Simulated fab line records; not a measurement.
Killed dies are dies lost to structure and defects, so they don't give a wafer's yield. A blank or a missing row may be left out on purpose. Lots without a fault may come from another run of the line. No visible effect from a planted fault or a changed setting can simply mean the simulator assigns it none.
What tool caused it? | flow gf180mcu | Sampling: 15 lots, 45 wafers, 2 of 602 route steps

== WHAT THE GAUGES SHOWED, per wafer ==
GF_CONTACT_BOW_MEAS_05.
lot  | measured     | on            | CONTACT_BOW (um)
L784 | day 14 21:19 | film metro-01 | 59 66 63
L786 | day 15 12:50 | film metro-03 | 67 65 67
L787 | day 16 19:41 | film metro-03 | 72 71 69
L790 | day 18 00:34 | film metro-04 | 59 76 58
L792 | day 18 11:13 | film metro-04 | 59 62 73
L795 | day 19 12:12 | film metro-04 | 74 51 53
L797 | day 19 23:49 | film metro-01 | 69 62 65
L798 | day 20 08:58 | film metro-01 | 65 53 78
L799 | day 20 23:07 | film metro-03 | 63 57 59
L800 | day 21 06:12 | film metro-03 | 58 56 62
L802 | day 21 17:16 | film metro-04 | 68 65 85
L804 | day 22 12:35 | film metro-03 | 66 71 68
L805 | day 22 14:25 | film metro-03 | 57 68 63
L806 | day 22 23:25 | film metro-03 | 69 51 58
L807 | day 23 07:13 | film metro-01 | 78 67 77

== WHAT TOOL EACH LOT RAN ON (gives the tool, then ch and the chambers of the sampled wafers, and finally the start) ==
lot  | GF_SAB_CVD_00
L784 | pecvd-04 ch 0,1,2, day 13 22:42
L786 | pecvd-01 ch 0,1, day 14 13:55
L787 | pecvd-01 ch 0,1,2, day 15 19:13
L790 | pecvd-01 ch 0,1,2, day 17 00:53
L792 | pecvd-02 ch 0,1, day 17 10:09
L795 | pecvd-01 ch 0,1, day 18 11:07
L797 | pecvd-02 ch 0,1,2, day 18 21:42
L798 | pecvd-02 ch 0,2, day 19 07:28
L799 | pecvd-02 ch 1,2, day 19 21:04
L800 | pecvd-01 ch 0,2, day 20 04:38
L802 | pecvd-02 ch 0,1, day 20 15:48
L804 | pecvd-04 ch 1,2, day 21 11:10
L805 | pecvd-01 ch 1,2, day 21 13:32
L806 | pecvd-04 ch 0,1,2, day 21 22:36
L807 | pecvd-02 ch 0,2, day 22 06:40
- GF_SAB_CVD_00: deposits SiO2 from TEOS, target thk 50 nm, time 4.9302 s.

== WHAT THE TOOLS THEMSELVES READ (means of the sampled wafers that have a number; where no wafer has one, the mark that the record gives instead) ==
GF_SAB_CVD_00.
lot  | tool     | heater power outer w (W) | heater power w (W) | rf fwd power W (W)
L784 | pecvd-04 | 331                      | 617                | 588.5
L786 | pecvd-01 | 314                      | 517                | 584.5
L787 | pecvd-01 | 337                      | 586                | 584.3
L790 | pecvd-01 | 369                      | 625                | 586.4
L792 | pecvd-02 | 418                      | 730                | 585.3
L795 | pecvd-01 | 346                      | 552                | 585.1
L797 | pecvd-02 | 419                      | 745                | 584.2
L798 | pecvd-02 | 504                      | 839                | 584.6
L799 | pecvd-02 | 392                      | 710                | 586.9
L800 | pecvd-01 | 417                      | 720                | 588.5
L802 | pecvd-02 | 414                      | 720                | 587.7
L804 | pecvd-04 | 336                      | 626                | 586.4
L805 | pecvd-01 | 372                      | 667                | 585.1
L806 | pecvd-04 | 321                      | 606                | 588.4
L807 | pecvd-02 | 495                      | 852                | 584.0

== THE ANSWER, worked out from the rows above alone ==
Rule: what is usual is taken from the lots themselves. The widest of any qualifying gaps counts: lots, ordered by their means at a reading, are off when they make up no more than a third of the lots, leave a main group of 4 or more, and stand apart from it by 3 or more times the standard deviation of that group's means. Not used: any main group whose means are identical at the precision the tables above print for the reading. Also off: a lot with no number at a reading for which 4 or more lots have one. Any other lot the step has rows for is counted as sound. Order of review: gauges by route order, followed by the tools' own readings, for which a lot's mean as printed above is used. The first step at which some lot is off is used, and at that step the reading that is off furthest; a lot without a number counts as furthest.
None of the lots is off at any reading shown; this tells nothing.

== WHAT THE SIMULATOR HAD INSERTED ==
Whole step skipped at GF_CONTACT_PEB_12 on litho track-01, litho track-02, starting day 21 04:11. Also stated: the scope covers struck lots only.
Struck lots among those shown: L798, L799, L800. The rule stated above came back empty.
